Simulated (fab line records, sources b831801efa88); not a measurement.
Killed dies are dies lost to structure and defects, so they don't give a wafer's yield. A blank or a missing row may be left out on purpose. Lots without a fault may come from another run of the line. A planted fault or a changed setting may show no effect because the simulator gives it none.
Which tool did it? | flow sky130 | 12 lots, 36 wafers sampled, at 6 steps of a route of 708

WHAT THE GAUGES READ, wafer by wafer
SKY_NWELL_TW_MEAS_15.
lot  | measured     | on            | NWELL_TW
L297 | day 4 12:58  | film_metro-03 | 1806 1828 1826
L299 | day 5 00:25  | film_metro-02 | 1816 1808 1808
L301 | day 5 10:28  | film_metro-04 | 1781 1789 1780
L302 | day 5 21:56  | film_metro-03 | 1807 1813 1810
L305 | day 6 14:08  | film_metro-04 | 1807 1811 1808
L307 | day 7 08:16  | film_metro-02 | 1804 1819 1817
L308 | day 7 09:53  | film_metro-04 | 1789 1787 1787
L309 | day 7 13:16  | film_metro-04 | 1792 1790 1795
L316 | day 9 09:22  | film_metro-02 | 1772 1779 1772
L317 | day 9 15:04  | film_metro-04 | 1783 1767 1780
L318 | day 9 17:26  | film_metro-04 | 1803 1822 1808
L320 | day 10 05:39 | film_metro-02 | 1825 1818 1807

SKY_NWELL_RS_MEAS_29: measures by four-point-probe.
lot  | measured     | on            | NWELL_RS (ohm/sq)
L297 | day 5 06:25  | film_metro-02 | 625.6 624.6 624.3
L299 | day 5 18:06  | film_metro-03 | 624.8 624.6 626.7
L301 | day 6 04:28  | film_metro-04 | 627.5 627.3 627.2
L302 | day 6 16:22  | film_metro-02 | 623.7 623.4 624.0
L305 | day 7 09:41  | film_metro-02 | 624.5 623.9 623.1
L307 | day 8 04:52  | film_metro-03 | 623.4 623.5 625.6
L308 | day 8 06:43  | film_metro-04 | 627.2 627.1 626.2
L309 | day 8 09:53  | film_metro-02 | 624.3 623.5 624.9
L316 | day 10 07:23 | film_metro-04 | 647.5 649.1 647.7
L317 | day 10 13:02 | film_metro-03 | 647.1 644.9 646.9
L318 | day 10 16:07 | film_metro-03 | 624.9 623.7 621.4
L320 | day 11 05:35 | film_metro-02 | 623.2 624.4 624.0

SKY_LOCAL_INTERCONNECT_OVL_MEAS_12.
lot  | measured     | on         | LOCAL_INTERCONNECT_OVL (nm)
L297 | day 30 07:44 | overlay-02 | -4 2 -2
L299 | day 30 21:57 | overlay-02 | -7 -13 -2
L301 | day 31 09:10 | overlay-01 | -8 -6 -3
L302 | day 32 10:49 | overlay-02 | 6 -6 0
L305 | day 33 06:25 | overlay-02 | 6 -2 2
L307 | day 34 04:28 | overlay-02 | 7 7 2
L308 | day 34 05:13 | overlay-02 | -5 3 2
L309 | day 34 15:55 | overlay-01 | 0 0 3
L316 | day 36 19:47 | overlay-02 | 1 4 1
L317 | day 36 23:07 | overlay-01 | 4 -1 7
L318 | day 37 01:11 | overlay-01 | 2 -1 2
L320 | day 37 20:29 | overlay-01 | 4 5 1

SKY_CONTACT_THK_MEAS_01.
lot  | measured     | on            | CONTACT_CVD_00_THK (nm)
L297 | day 30 08:32 | film_metro-01 | 74.0 75.6 75.5
L299 | day 30 22:47 | film_metro-01 | 75.6 75.2 76.1
L301 | day 31 09:59 | film_metro-03 | 75.7 74.6 75.8
L302 | day 32 11:38 | film_metro-04 | 74.3 73.6 75.3
L305 | day 33 07:13 | film_metro-03 | 74.4 74.7 75.6
L307 | day 34 05:24 | film_metro-03 | 74.7 74.7 75.8
L308 | day 34 06:04 | film_metro-01 | 73.4 76.2 75.0
L309 | day 34 16:41 | film_metro-03 | 72.4 74.7 76.7
L316 | day 36 20:34 | film_metro-01 | 75.5 74.2 76.1
L317 | day 37 00:20 | film_metro-03 | 75.8 75.6 75.4
L318 | day 37 02:04 | film_metro-01 | 74.0 75.1 75.1
L320 | day 37 21:19 | film_metro-03 | 74.8 74.3 75.4

WHICH TOOL RAN EACH LOT (tool, then ch and the chambers of the sampled wafers, then the start)
lot  | SKY_FIELD_ISO_CMP_27         | SKY_NWELL_IMPLANT_11
L297 | cmp-02 ch 0,3, day 2 09:25   | implanter-01 ch 0, day 4 12:25
L299 | cmp-01 ch 0,2,3, day 2 20:04 | implanter-04 ch 0, day 4 23:52
L301 | cmp-01 ch 0,1, day 3 06:34   | implanter-01 ch 0, day 5 09:56
L302 | cmp-02 ch 1,2,3, day 3 14:10 | implanter-03 ch 0, day 5 21:24
L305 | cmp-01 ch 0,1,2, day 4 06:30 | implanter-03 ch 0, day 6 13:36
L307 | cmp-01 ch 0,1,2, day 4 19:27 | implanter-03 ch 0, day 7 07:43
L308 | cmp-02 ch 0,2,3, day 4 22:55 | implanter-03 ch 0, day 7 09:22
L309 | cmp-01 ch 0,1,2, day 5 02:40 | implanter-04 ch 0, day 7 12:43
L316 | cmp-02 ch 1,2,3, day 6 15:52 | implanter-04 ch 0, day 9 08:49
L317 | cmp-02 ch 0,1,2, day 6 21:40 | implanter-04 ch 0, day 9 14:34
L318 | cmp-01 ch 0,2,3, day 6 23:01 | implanter-03 ch 0, day 9 16:53
L320 | cmp-02 ch 0,1,2, day 7 10:13 | implanter-03 ch 0, day 10 05:07
- SKY_FIELD_ISO_CMP_27: polishes, stops on Si3N4, t overpolish 16 s, target thk 457.8 nm.
- SKY_NWELL_IMPLANT_11

WHAT THE TOOLS THEMSELVES READ (means of the sampled wafers that have a number; where no wafer has one, the mark that the record gives instead)
SKY_FIELD_ISO_CMP_27.
lot  | tool   | edge_zone_pressure_frac | motor_current_A (A) | overpolish_run_s (s) | slurry_filter_dp_kPa (kPa) | time_to_endpoint_s (s)
L297 | cmp-02 | 1.002                   | 11.0                | 16.008               | 13.41                      | 117
L299 | cmp-01 | 1.001                   | 13.1                | 16.000               | 13.41                      | 111
L301 | cmp-01 | 1.003                   | 10.6                | 15.994               | 13.55                      | 112
L302 | cmp-02 | 0.999                   | 11.9                | 16.005               | 13.53                      | 118
L305 | cmp-01 | 1.001                   | 12.2                | 16.003               | 13.27                      | 115
L307 | cmp-01 | 1.002                   | 12.1                | 16.007               | 13.61                      | 110
L308 | cmp-02 | 0.996                   | 11.0                | 15.995               | 13.54                      | 106
L309 | cmp-01 | 0.994                   | 12.1                | 16.002               | 13.51                      | 114
L316 | cmp-02 | 0.998                   | 11.5                | 16.009               | 13.54                      | 112
L317 | cmp-02 | 0.998                   | 12.1                | 15.997               | 13.51                      | 103
L318 | cmp-01 | 1.002                   | 12.6                | 15.995               | 13.47                      | 115
L320 | cmp-02 | 1.003                   | 12.2                | 15.995               | 13.50                      | 110

SKY_NWELL_IMPLANT_11.
lot  | tool         | beam_energy_keV
L297 | implanter-01 | 399.78
L299 | implanter-04 | 400.22
L301 | implanter-01 | 399.81
L302 | implanter-03 | 399.89
L305 | implanter-03 | 399.94
L307 | implanter-03 | 399.94
L308 | implanter-03 | 399.99
L309 | implanter-04 | 400.10
L316 | implanter-04 | 349.87
L317 | implanter-04 | 349.90
L318 | implanter-03 | 399.99
L320 | implanter-03 | 399.96

THE ANSWER, worked out from the rows above alone
Rule: what is usual is taken from the lots themselves. Put in order of their means at a reading, lots are off if they are a third of the lots or fewer, leave a main group of 4 or more, and stand apart from it by a gap of 3 or more times the standard deviation of the main group's means; of several such gaps the widest counts. A main group whose means are all the same, to the digits that the tables above print for the reading, isn't used. A lot without any number at a reading at which 4 lots or more have one is off too. The other lots that the step has rows for count as sound. The gauges are gone through in route order, then the tools' own readings, and for those a lot's mean is taken as printed above. The first step at which some lot is off is used, and at that step the reading that is off furthest; a lot without a number counts as furthest.
Off: L316, L317, at SKY_NWELL_RS_MEAS_29 (NWELL_RS). The main group: mean 624.8 ohm/sq, standard deviation 1.3.
A tool fits if, at a process step before that reading, it ran every lot that is off, and no sound lot after the first of them. The gauges at SKY_NWELL_RS_MEAS_29 aren't tried: what is off there is off at SKY_NWELL_IMPLANT_11 too, on other tools, and a gauge's error can't cause that. One fits: implanter-04 at SKY_NWELL_IMPLANT_11. Its last sound lot is L309 (day 7 12:43), its first lot that is off L316 (day 9 08:49): a fault that began between those two fits.
The tool's own readings at SKY_NWELL_IMPLANT_11 bear it out: on the lots that are off they differ by more than 5 times the standard deviation of the sound lots' means. beam_energy_keV reads 349.88 there against 399.96 on the sound lots.

WHAT THE SIMULATOR HAD PUT IN
Process parameter drift: implanter-04, from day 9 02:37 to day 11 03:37, at SKY_NWELL_IMPLANT_11. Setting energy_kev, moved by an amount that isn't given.
Lots struck among those shown: L316, L317. The rule above found the same.
